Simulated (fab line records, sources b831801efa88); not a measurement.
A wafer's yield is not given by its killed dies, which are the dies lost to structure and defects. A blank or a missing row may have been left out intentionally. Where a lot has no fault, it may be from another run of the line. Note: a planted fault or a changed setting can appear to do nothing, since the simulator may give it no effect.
What tool caused it? || flow sky130 || Sampling: 12 lots, 36 wafers, 4 of 708 route steps

## WHAT THE GAUGES READ, wafer by wafer
The record holds no reading of a measuring or inspecting step that can be judged against a usual standard deviation.

## WHICH TOOL RAN EACH LOT (tool, then ch and the chambers of the sampled wafers, then the start)
{"lot": "L944", "SKY_VIA1_ETCH_15": "rie diel-03 ch 0,2,3, day 34 01:00", "SKY_METAL2_SPUTTER_02": "pvd sputter-01, day 34 02:20", "SKY_METAL2_SPUTTER_03": "pvd sputter-01, day 34 02:21", "SKY_METAL2_SOFTBAKE_11": "litho track-03 ch 0, day 34 16:00"}
{"lot": "L947", "SKY_VIA1_ETCH_15": "rie diel-03 ch 2,3, day 36 01:32", "SKY_METAL2_SPUTTER_02": "pvd sputter-03, day 36 02:53", "SKY_METAL2_SPUTTER_03": "pvd sputter-03, day 36 02:55", "SKY_METAL2_SOFTBAKE_11": "litho track-03 ch 0, day 36 14:00"}
{"lot": "L950", "SKY_VIA1_ETCH_15": "rie diel-02 ch 0,1,3, day 36 17:48", "SKY_METAL2_SPUTTER_02": "pvd sputter-01, day 36 19:07", "SKY_METAL2_SPUTTER_03": "pvd sputter-01, day 36 19:09", "SKY_METAL2_SOFTBAKE_11": "litho track-03 ch 0, day 37 07:00"}
{"lot": "L956", "SKY_VIA1_ETCH_15": "rie diel-04 ch 0,2,3, day 38 09:23", "SKY_METAL2_SPUTTER_02": "pvd sputter-04, day 38 10:43", "SKY_METAL2_SPUTTER_03": "pvd sputter-04, day 38 10:44", "SKY_METAL2_SOFTBAKE_11": "litho track-01 ch 0, day 38 23:00"}
{"lot": "L958", "SKY_VIA1_ETCH_15": "rie diel-02 ch 1,2,3, day 38 19:32", "SKY_METAL2_SPUTTER_02": "pvd sputter-01, day 38 20:55", "SKY_METAL2_SPUTTER_03": "pvd sputter-01, day 38 20:56", "SKY_METAL2_SOFTBAKE_11": "litho track-02 ch 0, day 39 10:00"}
{"lot": "L959", "SKY_VIA1_ETCH_15": "rie diel-03 ch 0,1,3, day 39 00:54", "SKY_METAL2_SPUTTER_02": "pvd sputter-01, day 39 02:34", "SKY_METAL2_SPUTTER_03": "pvd sputter-01, day 39 02:35", "SKY_METAL2_SOFTBAKE_11": "litho track-02 ch 0, day 39 15:00"}
{"lot": "L960", "SKY_VIA1_ETCH_15": "rie diel-03 ch 2,3, day 39 11:18", "SKY_METAL2_SPUTTER_02": "pvd sputter-01, day 39 12:43", "SKY_METAL2_SPUTTER_03": "pvd sputter-01, day 39 12:44", "SKY_METAL2_SOFTBAKE_11": "litho track-03 ch 0, day 40 00:00"}
{"lot": "L961", "SKY_VIA1_ETCH_15": "rie diel-04 ch 1,2, day 39 15:47", "SKY_METAL2_SPUTTER_02": "pvd sputter-01, day 39 17:07", "SKY_METAL2_SPUTTER_03": "pvd sputter-01, day 39 17:08", "SKY_METAL2_SOFTBAKE_11": "litho track-03 ch 0, day 40 05:00"}
{"lot": "L962", "SKY_VIA1_ETCH_15": "rie diel-02 ch 1,2,3, day 39 18:51", "SKY_METAL2_SPUTTER_02": "pvd sputter-04, day 39 20:11", "SKY_METAL2_SPUTTER_03": "pvd sputter-04, day 39 20:12", "SKY_METAL2_SOFTBAKE_11": "litho track-01 ch 0, day 40 09:00"}
{"lot": "L963", "SKY_VIA1_ETCH_15": "rie diel-03 ch 0,1,3, day 40 10:33", "SKY_METAL2_SPUTTER_02": "pvd sputter-04, day 40 11:52", "SKY_METAL2_SPUTTER_03": "pvd sputter-04, day 40 11:54", "SKY_METAL2_SOFTBAKE_11": "litho track-02 ch 0, day 40 23:00"}
{"lot": "L965", "SKY_VIA1_ETCH_15": "rie diel-04 ch 0,1, day 40 22:57", "SKY_METAL2_SPUTTER_02": "pvd sputter-03, day 41 00:16", "SKY_METAL2_SPUTTER_03": "pvd sputter-03, day 41 00:18", "SKY_METAL2_SOFTBAKE_11": "litho track-03 ch 0, day 41 13:00"}
{"lot": "L966", "SKY_VIA1_ETCH_15": "rie diel-03 ch 0,1, day 41 09:14", "SKY_METAL2_SPUTTER_02": "pvd sputter-04, day 41 10:35", "SKY_METAL2_SPUTTER_03": "pvd sputter-04, day 41 10:37", "SKY_METAL2_SOFTBAKE_11": "litho track-03 ch 0, day 41 21:00"}
- SKY_VIA1_ETCH_15: etches SiO2 in C4F8/O2/Ar, stops on TiN, target depth 351 nm, time 54 s.
- SKY_METAL2_SPUTTER_02: material AlCu, target thk 250 nm, time 13.3 s.
- SKY_METAL2_SPUTTER_03: material Ti, target thk 5 nm, time 3.3 s.
- SKY_METAL2_SOFTBAKE_11: time 90 s.

## AS READ BY THE TOOLS THEMSELVES (means over the sampled wafers that have a number; for cases with no such wafer, the mark the record gives instead)
SKY_VIA1_ETCH_15.
{"lot": "L944", "tool": "rie diel-03", "oes product au (a.u.)": 0.983}
{"lot": "L947", "tool": "rie diel-03", "oes product au (a.u.)": 0.981}
{"lot": "L950", "tool": "rie diel-02", "oes product au (a.u.)": 0.981}
{"lot": "L956", "tool": "rie diel-04", "oes product au (a.u.)": 0.984}
{"lot": "L958", "tool": "rie diel-02", "oes product au (a.u.)": 0.980}
{"lot": "L959", "tool": "rie diel-03", "oes product au (a.u.)": 0.985}
{"lot": "L960", "tool": "rie diel-03", "oes product au (a.u.)": 0.979}
{"lot": "L961", "tool": "rie diel-04", "oes product au (a.u.)": 0.989}
{"lot": "L962", "tool": "rie diel-02", "oes product au (a.u.)": 0.976}
{"lot": "L963", "tool": "rie diel-03", "oes product au (a.u.)": 0.987}
{"lot": "L965", "tool": "rie diel-04", "oes product au (a.u.)": 0.981}
{"lot": "L966", "tool": "rie diel-03", "oes product au (a.u.)": 0.979}

SKY_METAL2_SPUTTER_02.
{"lot": "L944", "tool": "pvd sputter-01", "throttle valve pct (%)": 30.1}
{"lot": "L947", "tool": "pvd sputter-03", "throttle valve pct (%)": 30.3}
{"lot": "L950", "tool": "pvd sputter-01", "throttle valve pct (%)": 30.1}
{"lot": "L956", "tool": "pvd sputter-04", "throttle valve pct (%)": 29.4}
{"lot": "L958", "tool": "pvd sputter-01", "throttle valve pct (%)": 30.6}
{"lot": "L959", "tool": "pvd sputter-01", "throttle valve pct (%)": 30.5}
{"lot": "L960", "tool": "pvd sputter-01", "throttle valve pct (%)": 30.3}
{"lot": "L961", "tool": "pvd sputter-01", "throttle valve pct (%)": 30.9}
{"lot": "L962", "tool": "pvd sputter-04", "throttle valve pct (%)": 29.4}
{"lot": "L963", "tool": "pvd sputter-04", "throttle valve pct (%)": 29.7}
{"lot": "L965", "tool": "pvd sputter-03", "throttle valve pct (%)": 29.7}
{"lot": "L966", "tool": "pvd sputter-04", "throttle valve pct (%)": 29.5}

SKY_METAL2_SPUTTER_03.
{"lot": "L944", "tool": "pvd sputter-01", "throttle valve pct (%)": 30.3}
{"lot": "L947", "tool": "pvd sputter-03", "throttle valve pct (%)": 30.2}
{"lot": "L950", "tool": "pvd sputter-01", "throttle valve pct (%)": 30.3}
{"lot": "L956", "tool": "pvd sputter-04", "throttle valve pct (%)": 29.4}
{"lot": "L958", "tool": "pvd sputter-01", "throttle valve pct (%)": 30.6}
{"lot": "L959", "tool": "pvd sputter-01", "throttle valve pct (%)": 30.7}
{"lot": "L960", "tool": "pvd sputter-01", "throttle valve pct (%)": 30.2}
{"lot": "L961", "tool": "pvd sputter-01", "throttle valve pct (%)": 30.8}
{"lot": "L962", "tool": "pvd sputter-04", "throttle valve pct (%)": 29.3}
{"lot": "L963", "tool": "pvd sputter-04", "throttle valve pct (%)": 29.7}
{"lot": "L965", "tool": "pvd sputter-03", "throttle valve pct (%)": 29.5}
{"lot": "L966", "tool": "pvd sputter-04", "throttle valve pct (%)": 29.6}

SKY_METAL2_SOFTBAKE_11.
{"lot": "L944", "tool": "litho track-03", "heater power total W (W)": 57.41, "plate temp C (C)": 100.02}
{"lot": "L947", "tool": "litho track-03", "heater power total W (W)": 58.13, "plate temp C (C)": 101.05}
{"lot": "L950", "tool": "litho track-03", "heater power total W (W)": 58.33, "plate temp C (C)": 101.08}
{"lot": "L956", "tool": "litho track-01", "heater power total W (W)": 57.32, "plate temp C (C)": 100.06}
{"lot": "L958", "tool": "litho track-02", "heater power total W (W)": 57.31, "plate temp C (C)": 99.99}
{"lot": "L959", "tool": "litho track-02", "heater power total W (W)": 57.28, "plate temp C (C)": 100.05}
{"lot": "L960", "tool": "litho track-03", "heater power total W (W)": 57.26, "plate temp C (C)": 100.02}
{"lot": "L961", "tool": "litho track-03", "heater power total W (W)": 57.35, "plate temp C (C)": 100.07}
{"lot": "L962", "tool": "litho track-01", "heater power total W (W)": 57.33, "plate temp C (C)": 99.97}
{"lot": "L963", "tool": "litho track-02", "heater power total W (W)": 57.38, "plate temp C (C)": 99.97}
{"lot": "L965", "tool": "litho track-03", "heater power total W (W)": 57.26, "plate temp C (C)": 100.21}
{"lot": "L966", "tool": "litho track-03", "heater power total W (W)": 57.30, "plate temp C (C)": 100.18}

## THE ANSWER, worked out from the rows above alone
Rule: the lots themselves supply what counts as usual. Put in order of their means at a reading, lots are off if they are a third of the lots or fewer, leave a main group of 4 or more, and stand apart from it by a gap of 3 or more times the standard deviation of the main group's means; of several such gaps the widest counts. If all means in a main group match to the digits the tables above print for the reading, that group is not used. Also off: a lot with no number at a reading for which 4 or more lots have one. Where the step has rows for the other lots, those lots are counted as sound. First the gauges in route order, then the tools' own readings, where a lot's mean is used as printed above. The first step at which some lot is off is used, and at that step the reading that is off furthest; a lot without a number counts as furthest.
Off: L947, L950 (SKY_METAL2_SOFTBAKE_11, heater power total W). Mean 57.32 W and standard deviation 0.047 in the main group.
A tool fits if, at that step or a process step before it, it ran every lot that is off, and no sound lot after the first of them. None of those tried fits.

## WHAT THE SIMULATOR PUT IN
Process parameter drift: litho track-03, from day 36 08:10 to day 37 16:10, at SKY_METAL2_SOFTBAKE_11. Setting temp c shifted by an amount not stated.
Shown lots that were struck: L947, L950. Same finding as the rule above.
